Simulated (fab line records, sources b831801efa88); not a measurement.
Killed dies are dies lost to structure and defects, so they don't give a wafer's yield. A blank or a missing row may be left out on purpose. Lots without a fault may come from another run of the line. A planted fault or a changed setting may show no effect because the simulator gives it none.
Which tool did it? | flow gf180mcu | 7 lots, 19 wafers sampled, at 1 step of a route of 602

WHAT THE GAUGES READ, wafer by wafer
GF_STI_THK_MEAS_22.
lot  | measured    | on            | STI_OXIDATION_01_THK (nm)
L808 | day 2 14:39 | film_metro-03 | 15.37 15.22 15.46
L812 | day 3 10:28 | film_metro-03 | 14.60 14.80
L815 | day 4 02:41 | film_metro-01 | 14.29 14.81
L822 | day 5 14:02 | film_metro-04 | 15.27 15.02 15.25
L824 | day 6 01:17 | film_metro-01 | 14.92 14.83 14.98
L826 | day 6 11:08 | film_metro-03 | 15.01 15.25 15.21
L828 | day 6 22:20 | film_metro-03 | 15.24 15.26 15.20

WHICH TOOL RAN EACH LOT (tool, then ch and the chambers of the sampled wafers, then the start)
The record holds no process step before these readings.

THE ANSWER, worked out from the rows above alone
Rule: what is usual is taken from the lots themselves. Put in order of their means at a reading, lots are off if they are a third of the lots or fewer, leave a main group of 4 or more, and stand apart from it by a gap of 3 or more times the standard deviation of the main group's means; of several such gaps the widest counts. A main group whose means are all the same, to the digits that the tables above print for the reading, isn't used. A lot without any number at a reading at which 4 lots or more have one is off too. The other lots that the step has rows for count as sound.
No lot is off at any reading shown: from this, nothing can be told.

WHAT THE SIMULATOR HAD PUT IN
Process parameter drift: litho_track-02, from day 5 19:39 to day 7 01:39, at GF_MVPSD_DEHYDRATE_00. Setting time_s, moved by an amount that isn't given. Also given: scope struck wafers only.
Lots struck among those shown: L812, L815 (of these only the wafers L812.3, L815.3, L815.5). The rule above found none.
